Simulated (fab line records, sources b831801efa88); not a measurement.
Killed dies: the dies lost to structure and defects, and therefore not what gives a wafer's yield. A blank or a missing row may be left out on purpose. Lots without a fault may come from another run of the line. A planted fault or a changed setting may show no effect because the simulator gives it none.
The same fault as seen by 2 desks / flow sky130 / numbers are kept per desk, each desk with only its own; the story behind them comes last

FOR THE TOOL OWNER'S DESK: plasma_asher-01
The tool's own readings at SKY_LDD_LDN_STRIP_12 (strips in O2/N2): means of the sampled wafers that have a number, for each lot that ran on this tool. Any lot whose mean is over 4 standard deviations away from the usual mean is out of limits and marked OUT; that distance is given in the brackets.
Columns: A = drypump_motor_current_A at SKY_LDD_LDN_STRIP_12, usual 5.77 A; B = n2_flow_sccm at SKY_LDD_LDN_STRIP_12, usual 300.2 sccm; C = oes_product_au at SKY_LDD_LDN_STRIP_12, usual 0.717 a.u.; D = strip_time_to_endpoint_s at SKY_LDD_LDN_STRIP_12, usual 14.16 s
lot=L835; first seen here=day 24 10:31; A=5.79; B=300.7; C=0.713; D=14.15
lot=L842; first seen here=day 25 07:00; A=5.78; B=299.7; C=0.929 (+45) OUT; D=-
lot=L845; first seen here=day 27 13:46; A=5.75; B=301.2; C=0.716; D=14.15
lot=L848; first seen here=day 27 19:17; A=5.77; B=299.2; C=0.715; D=14.09
lot=L847; first seen here=day 27 20:10; A=5.75; B=300.6; C=0.717; D=14.19
lot=L850; first seen here=day 28 10:21; A=5.79; B=299.7; C=0.720; D=14.19
lot=L852; first seen here=day 28 22:36; A=5.73; B=299.9; C=0.717; D=14.15
lot=L856; first seen here=day 30 09:05; A=5.81; B=301.7; C=0.714; D=14.21
lot=L857; first seen here=day 30 10:38; A=5.78; B=299.5; C=0.719; D=14.10
Finding of this desk: L842 out of limits; the first was L842 at day 25 07:00, on oes_product_au at SKY_LDD_LDN_STRIP_12. L835, L845, L848, L847, L850, L852, L856, L857: within limits.

FROM THE METROLOGY DESK
Lot by lot, what the gauges showed, no matter which tool ran the lot: averages of those sampled wafers that carry a number. Any lot whose mean is over 4 standard deviations away from the usual mean is out of limits and marked OUT; that distance is given in the brackets.
Columns: A = cd_nm at SKY_LDD_P_CD_MEAS_07, usual 380.5 nm; B = cd_nm at SKY_SD_N_CD_MEAS_07, usual 380.0 nm
lot=L836; first seen here=day 20 14:40; A=380.8; B=380.1
lot=L835; first seen here=day 20 15:05; A=384.3; B=381.5
lot=L842; first seen here=day 21 12:21; A=381.5; B=-
lot=L845; first seen here=day 23 21:19; A=380.6; B=379.8
lot=L848; first seen here=day 24 03:25; A=378.7; B=381.7
lot=L847; first seen here=day 24 04:28; A=379.5; B=380.8
lot=L850; first seen here=day 24 19:16; A=378.4; B=381.7
lot=L851; first seen here=day 24 20:49; A=379.6; B=383.2
lot=L852; first seen here=day 25 07:38; A=382.3; B=375.7
lot=L854; first seen here=day 25 14:19; A=378.2; B=378.4
lot=L856; first seen here=day 26 20:03; A=379.0; B=384.6
lot=L855; first seen here=day 26 20:14; A=378.7; B=382.4
lot=L857; first seen here=day 26 21:43; A=380.9; B=373.5
Finding of this desk: none of the 13 lots has anything out of limits.

ALL TOGETHER
An alarm could have come from the tool owner's desk at day 25 07:00, on L842.
Nothing out of limits was seen by the metrology desk.
The metrology desk has L842 on record, within its limits.
Of the lots named, all ran SKY_LDD_LDN_STRIP_12 on plasma_asher-01.

WHAT THE SIMULATOR HAD PUT IN
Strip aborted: plasma_asher-01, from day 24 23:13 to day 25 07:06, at SKY_LDD_LDN_STRIP_12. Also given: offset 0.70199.
Lots struck among those shown: L842.
How many hours passed from the start of the fault until each desk's first out-of-limits reading: the tool owner's desk, 8.
